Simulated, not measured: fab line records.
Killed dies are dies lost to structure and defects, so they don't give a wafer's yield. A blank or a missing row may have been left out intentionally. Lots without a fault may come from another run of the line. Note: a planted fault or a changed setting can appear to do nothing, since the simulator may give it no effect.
A struck lot beside a sound one + flow sky130 + 14 out of 708 route steps
Sound: the wafers L442.3, L442.5, L442.6. The struck wafers were L452.1, L452.4, L452.6. The cause is named last.
Per side, at each step with rows, come the tool, then ch with its chambers, and then its first start. Under that, the readings that differ: sound wafers + struck wafers + difference of the means + sigmas: that difference in standard deviations of wafers without a fault.
alike: readings with means less than 2 such deviations apart, plus words and numbers identical on both sides. not compared: withheld readings, readings lacking a value on some wafer, bounds such as >300 that could conceal the same value, and numbers that have no deviation in the record and whose values overlap.
A row with sigmas, a row that says differs or no value, or rows on one side alone: a step with any of these is where the two part. Numbers that don't overlap but have no deviation are shown without sigmas and don't part them. A reading that every wafer of one side lacks parts them only if that side has two wafers or more.

SKY_CAPM_METAL_ETCH_13: etches TiN in Cl2/BCl3, stops on SiO2, target depth 220 nm, time 62.9 s.
  sound on rie_metal-01 ch 0,1, day 38 17:00; struck on rie_metal-04 ch 0, day 41 13:19
| reading                     | sound          | struck         | difference | sigmas |
|-----------------------------|----------------|----------------|------------|--------|
| drypump_motor_current_A (A) | 5.85 5.11 5.84 | 5.01 4.98 4.98 | -0.61      | -2     |
  alike: he_backside_leak_sccm, mfc_cl2_sccm, oes_product_au, throttle_valve_pct
  not compared: rf_hours_counter_h
SKY_CAPM_STRIP_14: strips in O2/N2.
  sound on plasma_asher-03 ch 0,1, day 38 17:05; struck on plasma_asher-01 ch 0,1, day 41 13:29
  alike: drypump_motor_current_A, oes_product_au, strip_time_to_endpoint_s
  not compared: rf_hours_counter_h
then, 10 steps without rows for these wafers: SKY_CAPM_STRIP_15 (strips in post etch residue remover, time 1200 s); SKY_CAPM_CLEAN_16 (cleans in IPA, time 180 s); SKY_CAPM_CLEAN_17 (cleans in O3/DIW); SKY_METAL3_DEHYDRATE_05 (time 60 s); SKY_METAL3_HMDS_06 (prime time 60 s); SKY_METAL3_COAT_07 (resist thk 60 nm); SKY_METAL3_COAT_08 (resist thk 1140 nm); SKY_METAL3_SOFTBAKE_09 (time 90 s); SKY_METAL3_EXPOSE_10 (exposes mask MM3, target cd 300 nm); SKY_METAL3_PEB_11.
SKY_METAL3_DEVELOP_12: develop time 57.68 s.
  struck on litho_track-03, day 42 13:00; sound on litho_track-03 ch 0, day 39 18:00
  no value came back on the struck wafers for chill_plate_temp_C (C), develop_time_s (s), resist_line_temp_C (C); on the sound wafers chill_plate_temp_C (C) reads 23.18 23.20 23.21
| reading                                       | sound          | struck         | difference | sigmas |
|-----------------------------------------------|----------------|----------------|------------|--------|
| model.KrF-thick_of_METAL3_COAT_08.thk_nm (nm) | 1130 1127 1129 | 1143 1141 1139 | +12        |        |
SKY_METAL3_CD_MEAS_13 targets a cd of 300 nm.
  sound on cd_sem-01 at day 39 18:34; struck on cd_sem-01 at day 42 13:47
| reading    | sound             | struck | difference                    | sigmas |
|------------|-------------------|--------|-------------------------------|--------|
| cd_nm (nm) | 301.8 301.1 301.5 | - - -  | no value on the struck wafers |        |

## WHERE THEY PART
At SKY_CAPM_METAL_ETCH_13 first; at SKY_METAL3_CD_MEAS_13 last (within this record only).

WHY: whatever the simulator had introduced
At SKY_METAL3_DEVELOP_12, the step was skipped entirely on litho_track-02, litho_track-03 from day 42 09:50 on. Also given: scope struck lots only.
